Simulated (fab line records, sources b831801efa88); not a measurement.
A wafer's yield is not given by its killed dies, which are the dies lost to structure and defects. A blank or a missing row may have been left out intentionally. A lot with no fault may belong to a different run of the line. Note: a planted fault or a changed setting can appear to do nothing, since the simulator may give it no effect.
A struck lot beside a sound one | flow sfq line | 13 out of 325 route steps
Sound: wafers L818.1, L818.4, L818.6. Struck: wafers L830.4, L830.5. (L830.3 of the same lot was not struck and is left out.) The cause comes at the end.
Each step with rows lists, per side, the tool, then ch with its chambers, then its first start. Under that, the readings that differ: sound wafers | struck wafers | difference of the means | sigmas: that difference in standard deviations of wafers without a fault.
alike: readings whose means differ by less than 2 such deviations, and words and numbers that are the same on both sides. not compared: withheld readings, readings that some wafer has no value for, bounds like >300 that may hide the same value, and numbers for which the record gives no deviation and whose values overlap.
Wherever a step has rows on one side only, a row that says differs or no value, or a row with sigmas, the two part there. Numbers that don't overlap but have no deviation are shown without sigmas and don't part them. Lack of a reading on every wafer of one side parts them only where that side has two or more wafers.

SFQ_TRILAYER_JJ_TRILAYER_DEP_SPUTTER_112: material Nb, target thk 170 nm, time 113.3 s.
  struck on pvd sputter-03, day 67 21:02; sound on pvd sputter-03, day 65 00:37
  alike: substrate temp c, throttle valve pct
SFQ_JJ_RS_MEAS_929: a four-point-probe measurement.
  struck on film metro-03, day 67 21:10; sound on film metro-01, day 65 00:43
  alike: JJ_NB_RS
then, 6 steps without rows for these wafers: SFQ_TRILAYER_JJ_CE_LITHO_COAT_119 (resist thk 62 nm); SFQ_TRILAYER_JJ_CE_LITHO_COAT_114 (resist thk 600 nm); SFQ_TRILAYER_JJ_CE_LITHO_SOFTBAKE_118; SFQ_TRILAYER_JJ_CE_LITHO_EXPOSE_115 (exposes mask J5, target cd 700 nm); SFQ_TRILAYER_JJ_CE_LITHO_PEB_117 (peb time 60 s); SFQ_TRILAYER_JJ_CE_LITHO_DEVELOP_116 (time 60 s).
-- the record jumps here: 3 days lie between the struck wafers' starts before and after --
SFQ_JJ_OVL_MEAS_931:
  struck on overlay-01, day 70 13:05; sound on overlay-02, day 68 16:33
  alike: J5_OVL
SFQ_TRILAYER_JJ_CE_METRO_MEASURE_117:
  struck on cd sem-01, day 70 13:31; sound on cd sem-01, day 68 16:35
  alike: cd nm
SFQ_TRILAYER_JJ_CE_BARC_OPEN_RIE_150: chemistry O2, target BARC, target depth 240 nm, time 80 s.
  sound on rie metal-03 ch 0,1, day 68 17:47; struck on rie metal-03 ch 0,1, day 70 14:20
  alike: drypump motor current A, oes product au
  not compared: rf hours counter h
SFQ_TRILAYER_JJ_CE_ETCH_RIE_118: chemistry SF6, target Nb, stops on Al2O3, time 97.7 s, target depth 170 nm.
  sound on rie metal-03 ch 0,1, day 68 17:53; struck on rie metal-03 ch 0,1, day 70 14:26
  reading                                                | sound             | struck      | difference | sigmas
  model.KrF_of_TRILAYER_JJ_CE_LITHO_COAT_114.thk nm (nm) | 473.9 474.4 475.6 | 434.7 437.9 | -38.3      |
  alike: drypump motor current A, oes product au
  not compared: rf hours counter h
following that, these wafers have no rows for 1 step: SFQ_TRILAYER_JJ_ANODIZE_ANODIZE_119.

## WHERE THEY PART
Nowhere in this record.

WHY: what had been put in by the simulator
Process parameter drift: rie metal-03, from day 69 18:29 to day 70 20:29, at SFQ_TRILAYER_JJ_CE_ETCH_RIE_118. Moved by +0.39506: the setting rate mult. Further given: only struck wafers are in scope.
